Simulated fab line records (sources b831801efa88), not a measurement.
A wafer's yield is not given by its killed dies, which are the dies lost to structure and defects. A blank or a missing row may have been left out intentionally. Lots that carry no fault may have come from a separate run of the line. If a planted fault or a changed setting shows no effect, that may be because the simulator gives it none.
Which of the tools did it? + flow sky130 + 24 lots with 72 wafers sampled at 3 steps, on a route of 708 steps

== WHAT EACH GAUGE READ, for each wafer ==
SKY_VIA2_RS_MEAS_22: measures by four-point-probe.
| lot  | measured     | on            | VIA2_W_RS (ohm/sq)   |
|------|--------------|---------------|----------------------|
| L074 | day 36 22:59 | film metro-01 | 0.2546 0.2516 0.2523 |
| L075 | day 36 23:07 | film metro-03 | 0.2495 0.2489 0.2554 |
| L076 | day 37 11:34 | film metro-03 | 0.2564 0.2562 0.2502 |
| L077 | day 37 14:29 | film metro-02 | 0.2567 0.2508 0.2545 |
| L078 | day 38 04:09 | film metro-01 | 0.2534 0.2565 0.2558 |
| L079 | day 38 20:54 | film metro-02 | 0.2552 0.2532 0.2500 |
| L080 | day 38 21:04 | film metro-01 | 0.2519 0.2514 0.2492 |
| L081 | day 38 21:23 | film metro-02 | 0.2529 0.2577 0.2567 |
| L082 | day 39 02:44 | film metro-01 | 0.2565 0.2542 0.2519 |
| L083 | day 39 17:40 | film metro-03 | 0.2516 0.2511 0.2533 |
| L084 | day 39 19:19 | film metro-01 | 0.2563 0.2563 0.2504 |
| L086 | day 40 08:11 | film metro-02 | 0.2534 0.2529 0.2561 |
| L085 | day 40 10:23 | film metro-01 | 0.2576 0.2508 0.2528 |
| L089 | day 41 04:22 | film metro-02 | 0.2546 0.2520 0.2498 |
| L088 | day 41 07:16 | film metro-02 | 0.2548 0.2527 0.2524 |
| L087 | day 41 10:33 | film metro-01 | 0.2562 0.2549 0.2561 |
| L090 | day 41 10:59 | film metro-02 | 0.2535 0.2515 0.2503 |
| L092 | day 42 04:49 | film metro-03 | 0.2543 0.2622 0.2535 |
| L091 | day 42 06:55 | film metro-02 | 0.2568 0.2541 0.2526 |
| L093 | day 42 11:43 | film metro-03 | 0.2568 0.2546 0.2558 |
| L094 | day 42 12:13 | film metro-01 | 0.2538 0.2536 0.2529 |
| L095 | day 42 23:50 | film metro-03 | 0.2549 0.2540 0.2544 |
| L097 | day 43 06:18 | film metro-03 | 0.2521 0.2555 0.2579 |
| L096 | day 43 11:26 | film metro-01 | 0.2565 0.2565 0.2521 |

SKY_VIA4_BOW_MEAS_03.
| lot  | measured     | on            | VIA4_BOW (um) |
|------|--------------|---------------|---------------|
| L074 | day 42 09:56 | film metro-03 | 77 69 88      |
| L075 | day 42 11:42 | film metro-01 | 83 80 77      |
| L076 | day 42 19:11 | film metro-03 | 80 80 67      |
| L077 | day 42 21:04 | film metro-02 | 77 86 85      |
| L078 | day 43 14:56 | film metro-03 | 70 79 76      |
| L079 | day 44 01:43 | film metro-02 | 90 86 88      |
| L080 | day 44 04:29 | film metro-01 | 80 82 86      |
| L081 | day 44 05:37 | film metro-02 | 73 84 82      |
| L082 | day 44 10:40 | film metro-01 | 79 78 75      |
| L083 | day 44 20:40 | film metro-02 | 82 96 91      |
| L084 | day 44 22:38 | film metro-02 | 84 76 69      |
| L086 | day 45 12:52 | film metro-02 | 84 95 86      |
| L085 | day 45 14:29 | film metro-02 | 83 100 92     |
| L089 | day 46 04:04 | film metro-03 | 91 75 85      |
| L088 | day 46 08:34 | film metro-02 | 79 95 68      |
| L087 | day 46 11:03 | film metro-03 | 77 84 75      |
| L090 | day 46 12:36 | film metro-02 | 75 82 83      |
| L092 | day 47 02:28 | film metro-02 | 91 99 74      |
| L091 | day 47 03:38 | film metro-03 | 80 79 73      |
| L093 | day 47 10:41 | film metro-03 | 80 68 82      |
| L094 | day 47 11:32 | film metro-01 | 88 77 77      |
| L095 | day 47 16:29 | film metro-03 | 80 87 80      |
| L097 | day 47 22:41 | film metro-03 | 78 73 79      |
| L096 | day 48 04:05 | film metro-02 | 82 79 66      |

SKY_VIA4_OVL_MEAS_11.
| lot  | measured     | on         | VIA4_OVL (nm)  |
|------|--------------|------------|----------------|
| L074 | day 43 08:44 | overlay-02 | 0.8 0.0 1.4    |
| L075 | day 43 10:23 | overlay-02 | 0.2 -1.5 -1.8  |
| L076 | day 43 18:14 | overlay-01 | -1.2 0.9 0.4   |
| L077 | day 43 19:44 | overlay-02 | -0.4 0.5 -0.4  |
| L078 | day 44 12:55 | overlay-02 | 1.6 0.6 2.6    |
| L079 | day 44 22:29 | overlay-01 | 1.5 0.3 -0.1   |
| L080 | day 45 02:07 | overlay-02 | -2.4 -2.9 1.8  |
| L081 | day 45 04:10 | overlay-01 | 2.0 2.8 2.2    |
| L082 | day 45 08:43 | overlay-02 | 2.1 0.9 0.5    |
| L083 | day 45 18:10 | overlay-02 | -0.1 -0.6 -1.1 |
| L084 | day 45 18:56 | overlay-02 | -0.5 1.0 1.0   |
| L086 | day 46 09:53 | overlay-01 | -0.6 0.5 1.3   |
| L085 | day 46 11:41 | overlay-01 | 0.7 1.9 -1.4   |
| L089 | day 47 00:34 | overlay-01 | -0.6 -1.4 -1.3 |
| L088 | day 47 04:49 | overlay-02 | 2.0 0.7 1.8    |
| L087 | day 47 07:08 | overlay-01 | 1.2 1.2 1.0    |
| L090 | day 47 08:51 | overlay-02 | 1.2 2.4 2.2    |
| L092 | day 47 21:55 | overlay-02 | 1.4 1.6 1.4    |
| L091 | day 47 23:26 | overlay-01 | 4.2 1.2 3.8    |
| L093 | day 48 05:58 | overlay-01 | 1.0 3.0 1.2    |
| L094 | day 48 07:02 | overlay-01 | 0.3 -0.2 0.0   |
| L095 | day 48 11:26 | overlay-02 | 0.2 1.3 -0.9   |
| L097 | day 48 17:50 | overlay-02 | -1.0 0.3 -0.3  |
| L096 | day 48 22:34 | overlay-02 | -0.9 -0.7 -0.3 |

== WHICH TOOL RAN EACH LOT (tool, then ch and the chambers of the sampled wafers, then the start) ==
Before these readings, the record contains no process step.

== AS READ BY THE TOOLS THEMSELVES (means over the sampled wafers that have a number; for cases with no such wafer, the mark the record gives instead) ==
The record holds no such reading with a usual standard deviation.

== THE ANSWER, worked out from the rows above alone ==
Rule: the lots themselves supply what counts as usual. Put in order of their means at a reading, lots are off if they are a third of the lots or fewer, leave a main group of 4 or more, and stand apart from it by a gap of 3 or more times the standard deviation of the main group's means; of several such gaps the widest counts. If all means in a main group match to the digits the tables above print for the reading, that group is not used. A lot without any number at a reading at which 4 lots or more have one is off too. Where the step has rows for the other lots, those lots are counted as sound. First the gauges in route order, then the tools' own readings, where a lot's mean is used as printed above. The first step at which some lot is off is used, and at that step the reading that is off furthest; a lot without a number counts as furthest.
No lot is off at any reading shown: from this, nothing can be told.

== WHAT HAD BEEN PUT IN BY THE SIMULATOR ==
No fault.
